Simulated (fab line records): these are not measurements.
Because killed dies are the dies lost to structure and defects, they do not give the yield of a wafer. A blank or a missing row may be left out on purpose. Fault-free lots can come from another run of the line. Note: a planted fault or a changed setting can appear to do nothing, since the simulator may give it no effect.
fab line records	flow sky130
record: lots: 6	wafers: 18	last_day: 50
route steps=708 shown METAL3@570 VIA3@573 PAD_OPEN@708
lots untouched by any fault: they come from a run of this same line in which no faults occurred
start_h: hours from the record's opening day to when the first of the lot's shown wafers began	wait_h: hours elapsed since this lot's preceding step	" repeats the value in the row above	L1.1+2: a single row standing in for several wafers	- no value present, or no start provided	* or withheld: withheld	< > ~ a bound
route shown NAME@n: names a module that has steps shown in the file, with the first one's number in the route	usual: mean/standard deviation of fault-free wafers	same: alike in all rows	chamber/n: place in a boat	sites: readings site by site	_std_site: the values' standard deviation	_edge_site: the outer-site mean with the inner-site mean subtracted	radius_mm: how far each site lies from the wafer's centre	mask NAME#n: copy n	behind: the last tool/chamber to shape the wafer	hold: what put the lot on hold/how long, in hours/how the hold closed	device: the n, p or np transistor that did not switch	end of line: the same wafers' tests at the end of the route	a step with no rows: only its recipe	killed: not the wafer's yield, but the dies lost to structure and defects at the first sort	map: dies across one wafer; x = killed, . = not, _ = none there
set.NAME: the setting as run; set.NAME@STEP: as run at that earlier step	model.NAME: the simulator's own value behind a step, which no gauge read
lots at selected steps of the route; one table per step, one row per wafer
services: a tool's chamber out of use, with start hour (start_h, from the record's first day; less than 0 if before it), hours out, and reason
== steps ==
step: SKY_METAL3_STRIP_20
recipe: chemistry: post_etch_residue_remover	time_s: 1200	temp_c: 72.5
step: SKY_METAL3_CLEAN_21
recipe: chemistry: IPA	time_s: 180	temp_c: 25
step: SKY_METAL3_CLEAN_22
recipe: chemistry: O3/DIW	dry: n2_spin
step: SKY_VIA3_HDPCVD_00
recipe: material: SiO2	target_thk_nm: 1635	sigma_open_frac: 0.3	time_s: 272.5	temp_c: 400	sih4_flow_sccm: 60	pressure_mtorr: 6
step: SKY_VIA3_THK_MEAS_01
recipe: reads: SiO2_of_VIA3_HDPCVD_00
usual: VIA3_HDPCVD_THK: 1632/17
lot.wafer	tool	chamber	start_h	wait_h	VIA3_HDPCVD_THK[nm]
L636.1	film_metro-04	-	930.15	0.1	1649
L636.3	"	-	"	"	1654
L636.6	"	-	"	"	1643
L641.4	film_metro-03	-	971.64	0.0	1638
L641.5	"	-	"	"	1644
L641.6	"	-	"	"	1640
L650.2	film_metro-03	-	1029.07	0.2	1600
L650.3	"	-	"	"	1619
L650.4	"	-	"	"	1646
L651.1	film_metro-01	-	1033.51	0.1	1626
L651.3	"	-	"	"	1637
L651.6	"	-	"	"	1621
L653.1	film_metro-04	-	1049.54	0.1	1625
L653.2	"	-	"	"	1639
L653.3	"	-	"	"	1633
L654.2	film_metro-04	-	1055.05	0.1	1657
L654.3	"	-	"	"	1621
L654.5	"	-	"	"	1632
step: SKY_VIA3_CMP_02
recipe: material: SiO2	down_force_psi: 4	platen_rpm: 60	pad_velocity_m_s: 0.94248
usual: motor_current_A: 12.6/1
lot.wafer	tool	chamber	start_h	wait_h	motor_current_A
L636.1	cmp-02	1	930.26	0.1	11.8
L636.3	"	2	"	"	14.1
L636.6	"	0	"	"	10.9
L641.4	cmp-02	0	971.72	0.1	11.5
L641.5	"	3	"	"	12.6
L641.6	"	0	"	"	11.5
L650.2	cmp-01	1	1029.12	0.0	13.7
L650.4	"	2	"	"	12.4
L650.3	"	3	"	"	12.4
L651.3	cmp-02	2	1033.62	0.1	14.3
L651.1	"	0	"	"	11.0
L651.6	"	2	"	"	14.1
L653.3	cmp-01	0	1049.60	0.0	12.6
L653.1	"	1	"	"	12.6
L653.2	"	2	"	"	11.3
L654.3	cmp-01	2	1055.20	0.1	12.2
L654.2	"	3	"	"	12.2
L654.5	"	0	"	"	12.7
step: SKY_VIA3_BOW_MEAS_03
recipe: mode: bow
usual: VIA3_BOW: 80/7.4
lot.wafer	tool	chamber	start_h	wait_h	VIA3_BOW[um]
L636.1	film_metro-01	-	930.51	0.2	91
L636.3	"	-	"	"	71
L636.6	"	-	"	"	79
L641.4	film_metro-04	-	972.03	0.3	76
L641.5	"	-	"	"	76
L641.6	"	-	"	"	78
L650.2	film_metro-04	-	1029.44	0.3	84
L650.3	"	-	"	"	83
L650.4	"	-	"	"	84
L651.1	film_metro-04	-	1033.87	0.1	77
L651.3	"	-	"	"	75
L651.6	"	-	"	"	79
L653.1	film_metro-03	-	1049.90	0.2	82
L653.2	"	-	"	"	90
L653.3	"	-	"	"	79
L654.2	film_metro-03	-	1055.42	0.1	95
L654.3	"	-	"	"	79
L654.5	"	-	"	"	70
step: SKY_VIA3_DEHYDRATE_04
recipe: temp_c: 200	time_s: 60
step: SKY_VIA3_HMDS_05
recipe: prime_time_s: 60	prime_temp_c: 120
step: SKY_VIA3_COAT_06
recipe: resist: BARC	temp_c: withheld	time_s: withheld	spin_rpm: 3000	resist_thk_nm: 60
step: SKY_VIA3_COAT_07
recipe: resist: KrF-thick	spin_rpm: 3000	resist_thk_nm: 450
step: SKY_VIA3_SOFTBAKE_08
recipe: temp_c: 100	time_s: 90	resist: KrF-thick
step: SKY_VIA3_EXPOSE_09
recipe: mask_id: VIM3	na: 0.8	source_shape: annular	sigma_inner: 0.55	sigma_outer: 0.85	target_cd_nm: 200	dose_mj: 38
usual: stage_vel_mm_s: 499.97/0.22
lot.wafer	tool	chamber	start_h	wait_h	mask	stage_vel_mm_s
L636.1	krf_scanner-02	0	942.87	-	VIM3#0	499.93
L636.3	"	0	"	"	VIM3#0	500.08
L636.6	"	0	"	"	VIM3#0	499.84
L641.4	krf_scanner-02	0	984.04	-	VIM3#0	499.84
L641.5	"	0	"	"	VIM3#0	500.02
L641.6	"	0	"	"	VIM3#0	499.71
L650.2	krf_scanner-02	0	1040.94	-	VIM3#0	500.03
L650.3	"	0	"	"	VIM3#0	500.07
L650.4	"	0	"	"	VIM3#0	499.61
L651.1	krf_scanner-02	0	1045.23	-	VIM3#0	499.90
L651.3	"	0	"	"	VIM3#0	499.84
L651.6	"	0	"	"	VIM3#0	500.07
L653.1	krf_scanner-01	0	1060.76	-	VIM3#0	500.00
L653.2	"	0	"	"	VIM3#0	500.14
L653.3	"	0	"	"	VIM3#0	499.87
L654.2	krf_scanner-01	0	1066.29	-	VIM3#0	500.11
L654.3	"	0	"	"	VIM3#0	500.28
L654.5	"	0	"	"	VIM3#0	500.06
step: SKY_VIA3_PEB_10
recipe: peb_temp_c: withheld	peb_time_s: withheld	resist: KrF-thick
step: SKY_VIA3_DEVELOP_11
recipe: develop_time_s: 60	resist: KrF-thick	dev_temp_c: 21
step: SKY_VIA3_CD_MEAS_12
recipe: target_cd_nm: 200
usual: cd_nm: 199.8/1.3
lot.wafer	tool	chamber	start_h	wait_h	cd_nm
L636.1	cd_sem-01	-	954.55	-	199.5
L636.3	"	-	"	"	200.0
L636.6	"	-	"	"	199.3
L641.4	cd_sem-02	-	995.39	-	200.2
L641.5	"	-	"	"	199.2
L641.6	"	-	"	"	199.1
L650.2	cd_sem-01	-	1051.74	-	179.9
L650.3	"	-	"	"	188.9
L650.4	"	-	"	"	181.0
L651.1	cd_sem-01	-	1055.93	-	196.5
L651.3	"	-	"	"	176.4
L651.6	"	-	"	"	180.0
L653.1	cd_sem-01	-	1071.17	-	200.6
L653.2	"	-	"	"	200.0
L653.3	"	-	"	"	201.0
L654.2	cd_sem-02	-	1076.75	-	199.5
L654.3	"	-	"	"	199.6
L654.5	"	-	"	"	199.3
step: SKY_VIA3_OVL_MEAS_13
usual: VIA3_OVL: 0/5.1
lot.wafer	tool	chamber	start_h	wait_h	VIA3_OVL[nm]
L636.1	overlay-01	-	954.67	0.1	-4
L636.3	"	-	"	"	1
L636.6	"	-	"	"	-1
L641.4	overlay-01	-	995.47	0.1	-9
L641.5	"	-	"	"	-3
L641.6	"	-	"	"	-2
L650.2	overlay-02	-	1051.85	0.1	-3
L650.3	"	-	"	"	-9
L650.4	"	-	"	"	-14
L651.1	overlay-01	-	1056.05	0.1	1
L651.3	"	-	"	"	-5
L651.6	"	-	"	"	-1
L653.1	overlay-01	-	1071.29	0.1	8
L653.2	"	-	"	"	-7
L653.3	"	-	"	"	5
L654.2	overlay-02	-	1076.86	0.1	-8
L654.3	"	-	"	"	7
L654.5	"	-	"	"	5
step: SKY_VIA3_ETCH_14
recipe: chemistry: N2/H2	target: BARC	ion_energy_ev: 200	source_w: 500	bias_w: 100	pressure_mtorr: 30	n2_flow_sccm: 100	h2_flow_sccm: 200	stop_on: SiO2	time_s: 45.9	target_depth_a: 600
usual: drypump_motor_current_A: 6.0/0.5	oes_product_au: 0.855/0.005	throttle_valve_pct: 13.225/0.0086
lot.wafer	tool	chamber	start_h	wait_h	drypump_motor_current_A	oes_product_au	rf_hours_counter_h	throttle_valve_pct	model.VIA3.cd_nm
L636.1	rie_diel-04	2	954.70	0.0	5.5	0.858	4	13.223	199.4
L636.3	"	3	"	"	6.7	0.849	10	13.221	200.3
L636.6	"	2	"	"	5.5	0.856	-	13.233	199.1
L641.4	rie_diel-03	1	995.49	0.0	5.7	0.856	18	13.237	200.9
L641.5	"	0	"	"	4.8	0.861	-	13.227	198.6
L641.6	"	1	"	"	5.7	0.852	-	13.212	199.3
L650.2	rie_diel-04	3	1051.88	0.0	6.6	0.848	13	13.214	180.3
L650.3	"	2	"	"	5.5	0.868	8	13.219	189.2
L650.4	"	0	"	"	6.3	0.856	12	13.222	181.4
L651.1	rie_diel-04	0	1056.09	0.0	6.4	0.851	12	13.222	197.2
L651.3	"	3	"	"	6.6	0.849	13	13.238	176.9
L651.6	"	3	"	"	6.6	0.850	-	13.219	181
L653.1	rie_diel-03	0	1071.33	0.0	4.8	0.850	2	13.229	200.2
L653.2	"	2	"	"	6.0	0.861	11	13.217	200.7
L653.3	"	3	"	"	5.9	0.857	10	13.212	201.8
L654.2	rie_diel-02	3	1076.89	0.0	6.1	0.861	12	13.236	199.8
L654.3	"	2	"	"	5.9	0.854	26	13.232	199.5
L654.5	"	3	"	"	6.1	0.860	-	13.225	200.2
step: SKY_VIA3_ETCH_15
recipe: target: SiO2	chemistry: C4F8/O2/Ar	target_depth_nm: 507	stop_on: TiN	mask_material: KrF-thick	source_w: 1500	bias_w: 1200	pressure_mtorr: 40	c4f8_flow_sccm: withheld	O2_flow_sccm: 6	Ar_flow_sccm: 300	time_s: 78
usual: oes_product_au: 0.946/0.0049
lot.wafer	tool	chamber	start_h	wait_h	oes_product_au	rf_hours_counter_h	model.VIA3.cd_nm
L636.1	rie_diel-04	2	954.75	0.0	0.950	4	197.8
L636.3	"	3	"	"	0.946	10	201.5
L636.6	"	2	"	"	0.956	-	199.7
L641.4	rie_diel-03	1	995.53	0.0	0.939	18	203.9
L641.5	"	0	"	"	0.945	-	196.5
L641.6	"	1	"	"	0.947	-	200.7
L650.2	rie_diel-04	3	1051.92	0.0	0.938	13	181.4
L650.3	"	2	"	"	0.943	8	190.4
L650.4	"	0	"	"	0.944	12	182.6
L651.1	rie_diel-04	0	1056.13	0.0	0.943	12	196
L651.3	"	3	"	"	0.939	13	174.7
L651.6	"	3	"	"	0.945	-	180
L653.1	rie_diel-03	0	1071.37	0.0	0.945	2	200.5
L653.2	"	2	"	"	0.940	11	199.7
L653.3	"	3	"	"	0.943	10	202.6
L654.2	rie_diel-02	3	1076.93	0.0	0.950	12	201.5
L654.3	"	2	"	"	0.950	26	203.3
L654.5	"	3	"	"	0.947	-	202.6
step: SKY_VIA3_STRIP_16
recipe: chemistry: O2/N2	power_w: 1400	pressure_mtorr: 1500	platen_temp_c: withheld	o2_flow_sccm: 3000	n2_flow_sccm: 300	overash_fraction: 0.5
usual: drypump_motor_current_A: 5.5/0.45	oes_product_au: 0.402/0.0045	strip_time_to_endpoint_s: 4.136/0.023
lot.wafer	tool	chamber	start_h	wait_h	drypump_motor_current_A	oes_product_au	rf_hours_counter_h	strip_time_to_endpoint_s
L636.1	plasma_asher-02	0	954.81	0.0	5.6	0.409	21	4.104
L636.3	"	1	"	"	5.4	0.404	-	4.109
L636.6	"	0	"	"	5.6	0.404	-	4.117
L641.4	plasma_asher-02	1	995.62	0.1	5.4	0.403	-	4.110
L641.5	"	0	"	"	5.6	0.405	-	4.135
L641.6	"	1	"	"	5.4	0.399	-	4.111
L650.2	plasma_asher-04	1	1051.98	0.0	5.3	0.406	123	4.109
L650.3	"	0	"	"	4.9	0.402	-	4.146
L650.4	"	1	"	"	5.3	0.406	-	4.142
L651.1	plasma_asher-02	0	1056.19	0.0	5.6	0.405	32	4.168
L651.3	"	1	"	"	5.4	0.402	-	4.151
L651.6	"	0	"	"	5.6	0.403	-	4.139
L653.1	plasma_asher-04	0	1071.43	0.0	5.0	0.415	1	4.179
L653.2	"	1	"	"	5.3	0.407	1	4.140
L653.3	"	1	"	"	5.3	0.407	-	4.175
L654.2	plasma_asher-02	0	1076.99	0.0	5.6	0.403	34	4.156
L654.3	"	0	"	"	5.6	0.400	-	4.167
L654.5	"	0	"	"	5.6	0.405	-	4.128
step: SKY_PAD_OPEN_PROBE_99
usual: defect_limited_yield: 82.8/2	killed_at_M0_to_M3: 42/7.3	killed_at_M4_up: 3.2/1.8	killed_at_contacts: 25/5.2	killed_at_front_end: 15/4.6	killed_at_other: 0.3/0.62	killed_dies: 85/9.9	killed_open: 46/7.1	killed_short: 38/5.7	sort_bin_3_pad_short: 0.9/0.42	sort_bin_5_function: 10.0/1.5	sort_bin_6_memory: 6.3/1.2	sort_n_pass: 407/9.9	sort_yield_pct: 82.8/2
same: gross_dies: 492	killed_at_back_side: 0	sort_bin_4_leakage[%]: 0	sort_bin_8_speed[%]: 0
lot.wafer	tool	chamber	start_h	wait_h	defect_limited_yield[%]	killed_at_M0_to_M3	killed_at_M4_up	killed_at_contacts	killed_at_front_end	killed_at_other	killed_dies	killed_open	killed_short	sort_bin_3_pad_short[%]	sort_bin_5_function[%]	sort_bin_6_memory[%]	sort_n_pass	sort_yield_pct[%]	model.etest.via3_chain.rc_ohm
L636.1	prober-02	-	1096.04	0.1	78.7	61	3	28	13	0	105	55	50	1.0	13.0	7.3	387	78.7	10.04
L636.3	prober-02	-	1096.14	0.2	83.1	44	1	28	9	1	83	43	39	1.4	9.6	5.9	409	83.1	9.627
L636.6	prober-02	-	1096.29	0.2	82.5	38	5	26	17	0	86	45	41	1.0	8.1	8.3	406	82.5	9.93
L641.4	prober-01	-	1132.37	0.2	85.2	42	2	14	14	1	73	35	38	0	9.8	5.1	419	85.2	9.121
L641.5	prober-01	-	1132.42	0.2	83.3	40	2	27	13	0	82	44	38	1.2	8.9	6.5	410	83.3	10.27
L641.6	prober-01	-	1132.47	0.2	87.2	31	4	19	9	0	63	30	33	1.4	7.5	3.9	429	87.2	9.566
L650.2	prober-02	-	1177.12	0.1	82.7	40	3	27	15	0	85	47	35	0.6	8.9	7.7	407	82.7	11.6
L650.3	prober-02	-	1177.17	0.2	80.1	42	3	38	15	0	98	58	40	0.6	13.8	5.5	394	80.1	10.98
L650.4	prober-02	-	1177.22	0.2	85.4	44	1	17	10	0	72	40	32	0.8	7.9	5.9	420	85.4	11.29
L651.1	prober-01	-	1180.59	0.1	84.1	45	5	19	9	0	78	38	39	1.2	9.3	5.3	414	84.1	10.11
L651.3	prober-01	-	1180.69	0.2	77.8	56	4	28	21	0	109	47	43	0.6	14.8	6.7	383	77.8	13.05
L651.6	prober-01	-	1180.84	0.2	84.3	33	4	21	19	0	77	38	36	1.0	7.9	6.7	415	84.3	11.88
L653.1	prober-01	-	1191.67	0.1	86.8	31	2	21	11	0	65	37	28	0	6.9	6.3	427	86.8	9.878
L653.2	prober-01	-	1191.72	0.1	83.1	42	2	25	14	0	83	43	40	1.4	9.8	5.7	409	83.1	9.145
L653.3	prober-01	-	1191.77	0.2	85.2	27	3	31	10	2	73	43	30	0.8	9.6	4.5	419	85.2	9.955
L654.2	prober-02	-	1195.69	0.1	81.5	52	5	28	6	0	91	48	43	1.8	10.0	6.7	401	81.5	9.106
L654.3	prober-02	-	1195.74	0.2	83.9	39	3	24	13	0	79	47	32	0.6	9.3	6.1	413	83.9	9.389
L654.5	prober-02	-	1195.84	0.2	83.3	33	3	26	19	1	82	42	38	0.6	10.4	5.7	410	83.3	9.296
killed by level:class
L636.1 VIA1:geometric_particle:open=15 CONTACT:geometric_particle:open=10 VIA2:geometric_particle:open=8 METAL1:geometric_particle:short=8 VIA1:geometric_particle:short=7 FIELD_ISO:geometric_particle:short=6 LI_CONTACT:geometric_particle:open=6 CONTACT:geometric_particle:short=5
L636.3 LI_CONTACT:geometric_particle:open=7 CONTACT:geometric_particle:open=7 VIA3:geometric_particle:open=7 METAL1:geometric_particle:short=6 VIA1:geometric_particle:open=6 VIA2:geometric_particle:open=6 FIELD_ISO:geometric_particle:short=5 METAL2:geometric_particle:short=4
L636.6 VIA1:geometric_particle:open=11 CONTACT:geometric_particle:open=9 LI_CONTACT:geometric_particle:open=7 FIELD_ISO:geometric_particle:short=5 CONTACT:geometric_particle:short=5 VIA1:geometric_particle:short=5 VIA3:geometric_particle:open=5 FIELD_ISO:geometric_particle:open=4
L641.4 VIA3:geometric_particle:open=7 LI_CONTACT:geometric_particle:open=5 VIA1:geometric_particle:open=5 VIA1:geometric_particle:short=5 FIELD_ISO:geometric_particle:short=4 POLY_GATE:geometric_particle:open=4 METAL1:geometric_particle:short=4 METAL2:geometric_particle:short=4
L641.5 VIA1:geometric_particle:open=9 LI_CONTACT:geometric_particle:open=8 CONTACT:geometric_particle:open=7 VIA1:geometric_particle:short=6 VIA3:geometric_particle:open=6 POLY_GATE:geometric_particle:open=5 LI_CONTACT:geometric_particle:short=5 METAL1:geometric_particle:short=5
L641.6 CONTACT:geometric_particle:open=8 VIA1:geometric_particle:open=7 METAL1:geometric_particle:short=6 VIA1:geometric_particle:short=5 POLY_GATE:geometric_particle:short=4 LI_CONTACT:geometric_particle:open=4 METAL2:geometric_particle:short=4 LOCAL_INTERCONNECT:geometric_particle:short=3
L650.2 VIA1:geometric_particle:open=14 LI_CONTACT:geometric_particle:open=10 CONTACT:geometric_particle:open=9 POLY_GATE:geometric_particle:short=5 VIA1:geometric_particle:short=4 METAL2:geometric_particle:short=4 VIA3:geometric_particle:open=4 FIELD_ISO:geometric_particle:short=3
L650.3 LI_CONTACT:geometric_particle:open=11 CONTACT:geometric_particle:open=11 VIA3:geometric_particle:open=10 POLY_GATE:geometric_particle:open=7 VIA1:geometric_particle:open=7 VIA1:geometric_particle:short=7 LI_CONTACT:geometric_particle:short=5 METAL2:geometric_particle:short=5
L650.4 METAL1:geometric_particle:short=12 CONTACT:geometric_particle:open=9 VIA1:geometric_particle:open=9 VIA3:geometric_particle:open=7 SPACER:geometric_particle:open=4 VIA3:geometric_particle:short=4 CONTACT:geometric_particle:short=3 METAL2:geometric_particle:short=3
L651.1 VIA1:geometric_particle:open=10 METAL1:geometric_particle:short=7 LI_CONTACT:geometric_particle:open=6 VIA1:geometric_particle:short=5 CONTACT:geometric_particle:open=4 POLY_GATE:geometric_particle:short=4 LI_CONTACT:geometric_particle:short=4 METAL4:geometric_particle:open=4
L651.3 VIA3:area_expose=17 VIA1:geometric_particle:open=12 CONTACT:geometric_particle:open=11 FIELD_ISO:geometric_particle:open=7 METAL1:geometric_particle:short=7 VIA1:geometric_particle:short=7 LI_CONTACT:geometric_particle:open=6 CONTACT:geometric_particle:short=5
L651.6 CONTACT:geometric_particle:open=7 LI_CONTACT:geometric_particle:open=6 FIELD_ISO:geometric_particle:open=5 VIA2:geometric_particle:open=5 POLY_GATE:geometric_particle:short=4 METAL1:geometric_particle:short=4 VIA1:geometric_particle:open=4 VIA1:geometric_particle:short=4
L653.1 VIA2:geometric_particle:open=7 LI_CONTACT:geometric_particle:open=6 CONTACT:geometric_particle:open=6 VIA1:geometric_particle:open=5 POLY_GATE:geometric_particle:open=4 METAL3:geometric_particle:short=4 METAL2:geometric_particle:short=4 CONTACT:geometric_particle:short=3
L653.2 CONTACT:geometric_particle:open=12 LI_CONTACT:geometric_particle:open=7 VIA1:geometric_particle:open=7 VIA2:geometric_particle:open=7 FIELD_ISO:geometric_particle:short=6 METAL1:geometric_particle:short=6 VIA1:geometric_particle:short=5 CONTACT:geometric_particle:short=4
L653.3 LI_CONTACT:geometric_particle:open=9 CONTACT:geometric_particle:short=8 CONTACT:geometric_particle:open=7 VIA3:geometric_particle:open=7 VIA2:geometric_particle:open=6 METAL1:geometric_particle:short=4 VIA1:geometric_particle:short=4 FIELD_ISO:geometric_particle:open=3
L654.2 VIA1:geometric_particle:open=15 CONTACT:geometric_particle:open=10 LOCAL_INTERCONNECT:geometric_particle:short=8 VIA1:geometric_particle:short=7 VIA2:geometric_particle:open=7 METAL2:geometric_particle:short=5 LI_CONTACT:geometric_particle:open=4 VIA3:geometric_particle:short=4
L654.3 CONTACT:geometric_particle:open=10 LI_CONTACT:geometric_particle:open=8 VIA1:geometric_particle:short=7 VIA1:geometric_particle:open=6 VIA3:geometric_particle:open=5 VIA2:geometric_particle:open=5 FIELD_ISO:geometric_particle:open=4 METAL2:geometric_particle:short=4
L654.5 LI_CONTACT:geometric_particle:open=8 CONTACT:geometric_particle:open=6 VIA1:geometric_particle:open=6 VIA2:geometric_particle:open=6 FIELD_ISO:geometric_particle:short=5 CONTACT:geometric_particle:short=5 FIELD_ISO:geometric_particle:open=4 METAL3:geometric_particle:short=4
== services ==
tool	chamber	start_h	hours	kind
cmp-02	-	912.29	4.0	pm
krf_scanner-01	-	913.66	1.0	pm
rie_diel-03	1	927.38	10.7	repair
krf_scanner-01	-	928.39	2.1	repair
rie_diel-04	-	936.89	0.9	repair
cmp-01	-	938.14	0.5	repair
krf_scanner-02	-	943.64	0.8	pm
cmp-02	-	957.93	1.7	repair
cmp-02	-	958.45	1.7	repair
cmp-01	-	972.55	0.3	repair
rie_diel-03	-	979.83	14.6	pm
cmp-02	-	982.22	1.4	repair
cmp-01	-	982.47	0.2	repair
cmp-02	-	985.74	4.4	pm
rie_diel-03	1	1001.26	4.1	repair
krf_scanner-02	-	1006.16	4.0	pm
krf_scanner-02	-	1014.43	1.3	pm
rie_diel-04	3	1024.89	8.0	repair
rie_diel-04	1	1025.32	1.6	repair
rie_diel-03	0	1032.71	12.4	repair
krf_scanner-02	-	1033.86	1.0	pm
cmp-01	-	1041.18	0.8	repair
cmp-02	-	1068.33	1.0	repair
cmp-02	-	1075.59	1.2	repair
== key ==
first_sign: step: SKY_VIA3_CD_MEAS_12	reading: cd_nm	direction: down	sigmas: 12	usual: 199.8	struck: 183.8
effect none on later readings
model_effect: step: SKY_VIA3_ETCH_14	value: VIA3.cd_nm	without: 200.4	struck: 184.3
model_effect: step: SKY_VIA3_ETCH_15	value: VIA3.cd_nm	without: 200.2	struck: 184.2
model_effect: step: SKY_PAD_OPEN_PROBE_99	value: etest.via3_chain.rc_ohm	without: 9.71	struck: 11.49
met_at SKY_VIA3_EXPOSE_09
struck_wafers L650.2,L650.3,L650.4,L651.1,L651.3,L651.6
onset_between 984.04 1040.94
fault: kind: process_parameter_drift	tool: krf_scanner-02	chamber: -	onset_h: 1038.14	steps: SKY_VIA3_EXPOSE_09	channel: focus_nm	offset: 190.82	spread_by_wafer: 0.3	shape: step	end_h: 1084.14
